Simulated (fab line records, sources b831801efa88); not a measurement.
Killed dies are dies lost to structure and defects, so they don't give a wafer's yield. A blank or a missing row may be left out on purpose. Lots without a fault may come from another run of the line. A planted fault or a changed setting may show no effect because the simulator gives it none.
A struck lot beside a sound one | flow sky130 | 14 steps out of a route of 708
Sound: wafers L209.1, L209.2, L209.5. Struck: wafers L214.1, L214.2, L214.5. The cause comes at the end.
At each step with rows: each side's tool, then ch and its chambers, then its first start. Under that, the readings that differ: sound wafers | struck wafers | difference of the means | sigmas: that difference in standard deviations of wafers without a fault.
alike: readings whose means differ by less than 2 such deviations, and words and numbers that are the same on both sides. not compared: withheld readings, readings that some wafer has no value for, bounds like >300 that may hide the same value, and numbers for which the record gives no deviation and whose values overlap.
The two part at a step that has a row with sigmas, a row that says differs or no value, or rows on one side only. Numbers that don't overlap but have no deviation are shown without sigmas and don't part them. A reading that every wafer of one side lacks parts them only if that side has two wafers or more.

first, 1 step without rows for these wafers: SKY_METAL5_CLEAN_19 (cleans in O3/DIW).
SKY_PASSIVATION_CVD_00: deposits SiO2, target thk 90 nm.
  sound on pecvd-03 ch 0,2, day 46 09:04; struck on pecvd-03 ch 0,2, day 47 11:44
  alike: heater_power_w
SKY_PASSIVATION_THK_MEAS_01:
  sound on film_metro-02, day 46 09:05; struck on film_metro-01, day 47 11:46
  alike: PASSIVATION_CVD_00_THK
SKY_PASSIVATION_CVD_02: deposits Si3N4, target thk 540 nm.
  sound on pecvd-01 ch 0,1,2, day 46 09:09; struck on pecvd-01 ch 0,1,2, day 47 11:50
  alike: heater_power_w
SKY_PASSIVATION_THK_MEAS_03:
  sound on film_metro-02, day 46 09:23; struck on film_metro-01, day 47 12:03
  alike: PASSIVATION_CVD_02_THK
then, 7 steps without rows for these wafers: SKY_PASSIVATION_DEHYDRATE_04 (time 60 s); SKY_PASSIVATION_HMDS_05 (prime time 60 s); SKY_PASSIVATION_COAT_06 (resist thk 3000 nm); SKY_PASSIVATION_SOFTBAKE_07; SKY_PASSIVATION_EXPOSE_08 (exposes mask NSM, target cd 3000 nm); SKY_PASSIVATION_PEB_09; SKY_PASSIVATION_DEVELOP_10 (develop time 60 s).
SKY_PASSIVATION_ETCH_11: etches the open film in CF4/O2, stops on AlCu, target depth 725 nm, time 161.1 s.
  sound on rie_diel-04 ch 1,2,3, day 47 05:47; struck on rie_diel-03 ch 1,3, day 48 07:25
  no value came back on the struck wafers for any of 5 readings (O2_flow_sccm (sccm), bias_w (W) and others); on the sound wafers O2_flow_sccm (sccm) reads 10.04 10.01 10.02
  reading                                       | sound          | struck         | difference | sigmas
  model.coat_of_PASSIVATION_COAT_06.thk_nm (nm) | 2499 2495 2513 | 2971 2971 2980 | +472       |
  not compared: rf_hours_counter_h
SKY_PASSIVATION_STRIP_12: strips in O2/N2.
  sound on plasma_asher-04 ch 0,1, day 47 05:53; struck on plasma_asher-04 ch 0,1, day 48 07:31
  reading                      | sound             | struck            | difference | sigmas
  strip_time_to_endpoint_s (s) | 31.32 31.26 31.48 | 36.63 36.60 36.73 | +5.30      | +33
  alike: drypump_motor_current_A, oes_product_au
  not compared: rf_hours_counter_h

WHERE THEY PART
First at SKY_PASSIVATION_ETCH_11; last, within this record, at SKY_PASSIVATION_STRIP_12.

WHY: what the simulator had put in
Skipped step whole: rie_diel-03, from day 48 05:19 on, at SKY_PASSIVATION_ETCH_11. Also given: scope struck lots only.
